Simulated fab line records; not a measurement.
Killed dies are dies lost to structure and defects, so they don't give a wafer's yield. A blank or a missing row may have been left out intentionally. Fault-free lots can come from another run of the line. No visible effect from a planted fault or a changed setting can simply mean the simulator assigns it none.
Which tool did it? | flow sky130 | 33 wafers from 11 lots sampled at 6 of the route's 708 steps

== WHAT THE GAUGES READ, wafer by wafer ==
SKY_SONOS_TUNNEL_CD_MEAS_07: target cd 410 nm. Usual: 410.1 nm for cd nm, sd 2.2.
lot  | measured     | on        | cd nm (nm)        | flag
L464 | day 11 10:13 | cd sem-01 | 412.8 412.7 412.5 |
L465 | day 11 22:35 | cd sem-02 | 409.2 412.2 410.0 |
L466 | day 12 04:07 | cd sem-01 | 411.8 413.3 413.4 |
L467 | day 12 14:03 | cd sem-02 | 410.4 407.8 408.5 |
L468 | day 12 18:29 | cd sem-02 | 411.6 408.0 411.1 |
L469 | day 13 05:55 | cd sem-01 | - - -             | OFF
L474 | day 15 00:35 | cd sem-01 | 410.6 410.7 410.5 |
L479 | day 16 13:39 | cd sem-02 | 410.3 409.2 408.9 |
L480 | day 16 17:30 | cd sem-02 | 409.3 408.8 410.4 |
L483 | day 17 18:44 | cd sem-02 | 408.7 409.1 408.6 |
L486 | day 19 04:17 | cd sem-02 | 412.8 412.2 410.0 |

SKY_SONOS_TUNNEL_TW_MEAS_12. Usual: SONOS_TUNNEL_TW 195.0, standard deviation 2.1.
lot  | measured     | on            | SONOS_TUNNEL_TW               | flag
L464 | day 11 10:47 | film metro-04 | 192.1 192.5 192.8             |
L465 | day 11 23:10 | film metro-02 | 196.7 194.9 196.5             |
L466 | day 12 04:42 | film metro-02 | 195.2 197.3 196.5             |
L467 | day 12 14:37 | film metro-02 | 195.9 196.2 196.2             |
L468 | day 12 19:04 | film metro-04 | 192.4 191.6 191.3             |
L469 | day 13 06:29 | film metro-01 | 30.0 30.0 30.2 30.1 30.0 30.0 | OFF
L474 | day 15 01:10 | film metro-01 | 196.6 196.8 195.3             |
L479 | day 16 14:13 | film metro-01 | 197.9 198.6 197.8             |
L480 | day 16 18:04 | film metro-04 | 193.6 192.4 191.8             |
L483 | day 17 19:19 | film metro-04 | 191.9 191.8 192.4             |
L486 | day 19 04:51 | film metro-04 | 193.7 194.2 193.5             |

SKY_SONOS_ONO_CD_MEAS_13: target cd 410 nm. Usual: 410.0 nm for cd nm, sd 2.1.
lot  | measured     | on        | cd nm (nm)        | flag
L464 | day 12 19:29 | cd sem-02 | 412.3 412.7 412.2 |
L465 | day 13 05:47 | cd sem-01 | 406.8 407.9 409.3 |
L466 | day 13 10:45 | cd sem-01 | 411.7 411.7 412.0 |
L467 | day 13 20:45 | cd sem-01 | 407.2 404.4 406.2 |
L468 | day 14 02:41 | cd sem-01 | 408.5 413.0 408.8 |
L474 | day 16 12:16 | cd sem-01 | 411.5 412.0 411.7 |
L479 | day 18 12:29 | cd sem-02 | 409.7 408.7 409.2 |
L480 | day 18 13:32 | cd sem-02 | 408.0 410.7 410.3 |
L483 | day 19 09:16 | cd sem-02 | 407.2 408.2 409.0 |
L486 | day 20 15:00 | cd sem-02 | 407.0 405.7 408.2 |

SKY_SONOS_ONO_OVL_MEAS_14. Usual: SONOS_ONO_OVL -0.4 nm, standard deviation 1.3.
lot  | measured     | on         | SONOS_ONO_OVL (nm) | flag
L464 | day 12 19:35 | overlay-02 | 0.3 1.0 2.1        |
L465 | day 13 05:54 | overlay-02 | -1.2 -1.8 -1.0     |
L466 | day 13 10:52 | overlay-02 | -0.9 -2.7 -2.6     |
L467 | day 13 20:52 | overlay-02 | -1.4 -1.7 -0.1     |
L468 | day 14 02:49 | overlay-02 | -0.6 -1.5 -1.3     |
L474 | day 16 12:23 | overlay-02 | 0.2 -1.2 -2.8      |
L479 | day 18 12:37 | overlay-01 | -1.6 -2.8 -1.5     |
L480 | day 18 13:38 | overlay-01 | 1.4 -0.7 -0.2      |
L483 | day 19 09:23 | overlay-01 | 0.2 0.5 -0.5       |
L486 | day 20 15:05 | overlay-02 | 1.1 2.4 -0.1       |

== WHAT TOOL EACH LOT RAN ON (gives the tool, then ch and the chambers of the sampled wafers, and finally the start) ==
lot  | SKY_VT_ADJUST_PCH_STRIP_09           | SKY_SONOS_TUNNEL_EXPOSE_04
L464 | plasma asher-01 ch 0,1, day 10 12:08 | iline stepper-01 ch 0, day 10 23:25
L465 | plasma asher-02 ch 0,1, day 10 23:43 | iline stepper-01 ch 0, day 11 11:06
L466 | plasma asher-02 ch 0,1, day 11 03:52 | iline stepper-02 ch 0, day 11 16:00
L467 | plasma asher-02 ch 0,1, day 11 14:17 | iline stepper-01 ch 0, day 12 02:20
L468 | plasma asher-01 ch 0,1, day 11 18:14 | iline stepper-01 ch 0, day 12 06:09
L469 | plasma asher-01 ch 0,1, day 12 05:16 | iline stepper-01 ch 0, day 12 17:27
L474 | plasma asher-02 ch 0,1, day 13 22:37 | iline stepper-01 ch 0, day 14 11:38
L479 | plasma asher-02 ch 0,1, day 15 09:59 | iline stepper-01 ch 0, day 15 23:47
L480 | plasma asher-04 ch 0,1, day 15 13:50 | iline stepper-01 ch 0, day 16 03:48
L483 | plasma asher-01 ch 0,1, day 16 16:11 | iline stepper-02 ch 0, day 17 05:18
L486 | plasma asher-02 ch 0,1, day 17 21:44 | iline stepper-01 ch 0, day 18 12:52
- SKY_VT_ADJUST_PCH_STRIP_09: strips in O2/N2.
- SKY_SONOS_TUNNEL_EXPOSE_04: exposes mask TUNM, target cd 410 nm.

== AS READ BY THE TOOLS THEMSELVES (means over the sampled wafers that have a number; for cases with no such wafer, the mark the record gives instead) ==
SKY_VT_ADJUST_PCH_STRIP_09. Usual: drypump motor current A 5.3 A, standard deviation 0.38; oes product au 0.722 a.u., standard deviation 0.0044; strip time to endpoint s 36.90 s, standard deviation 0.11.
lot  | tool            | drypump motor current A (A) | oes product au (a.u.) | strip time to endpoint s (s) | flag
L464 | plasma asher-01 | 5.6                         | 0.722                 | 36.95                        |
L465 | plasma asher-02 | 5.0                         | 0.725                 | 36.83                        |
L466 | plasma asher-02 | 5.0                         | 0.724                 | 36.91                        |
L467 | plasma asher-02 | 5.0                         | 0.725                 | 36.98                        |
L468 | plasma asher-01 | 5.6                         | 0.717                 | 36.83                        |
L469 | plasma asher-01 | 5.5                         | 0.721                 | 36.81                        |
L474 | plasma asher-02 | 5.0                         | 0.720                 | 36.89                        |
L479 | plasma asher-02 | 5.0                         | 0.719                 | 37.07                        |
L480 | plasma asher-04 | 5.2                         | 0.723                 | 36.83                        |
L483 | plasma asher-01 | 5.5                         | 0.725                 | 36.81                        |
L486 | plasma asher-02 | 5.0                         | 0.725                 | 36.89                        |

SKY_SONOS_TUNNEL_EXPOSE_04. Usual: 0.0 nm for focus offset nm, sd 0.49.
lot  | tool             | focus offset nm (nm) | flag
L464 | iline stepper-01 | 0.4                  |
L465 | iline stepper-01 | 0.2                  |
L466 | iline stepper-02 | -0.2                 |
L467 | iline stepper-01 | 0.4                  |
L468 | iline stepper-01 | -0.7                 |
L469 | iline stepper-01 | 0.4                  |
L474 | iline stepper-01 | -0.1                 |
L479 | iline stepper-01 | -0.3                 |
L480 | iline stepper-01 | 0.2                  |
L483 | iline stepper-02 | 0.4                  |
L486 | iline stepper-01 | 0.0                  |

== THE ANSWER, worked out from the rows above alone ==
Rule: lot off if the mean of its wafers having a number is beyond 3 standard deviations from the usual mean. A lot without any number at a reading at which 4 lots or more have one is off too. All remaining lots with rows at the step are treated as sound. After the gauges, taken in route order, come the tools' own readings; for these a lot's mean is taken, as printed above. At the first step where some lot is off, the reading lying furthest off is the one used; lots without a number count as furthest.
Off at SKY_SONOS_TUNNEL_CD_MEAS_07 (cd nm): L469. Without a number there: L469.
A tool fits if, at a process step before that reading, it ran every lot that is off, and no sound lot after the first of them. The gauges at SKY_SONOS_TUNNEL_CD_MEAS_07 aren't tried: what is off there is off at SKY_SONOS_TUNNEL_TW_MEAS_12 too, on other tools, and a gauge's error can't cause that. None of those tried fits.

== WHAT THE SIMULATOR HAD INSERTED ==
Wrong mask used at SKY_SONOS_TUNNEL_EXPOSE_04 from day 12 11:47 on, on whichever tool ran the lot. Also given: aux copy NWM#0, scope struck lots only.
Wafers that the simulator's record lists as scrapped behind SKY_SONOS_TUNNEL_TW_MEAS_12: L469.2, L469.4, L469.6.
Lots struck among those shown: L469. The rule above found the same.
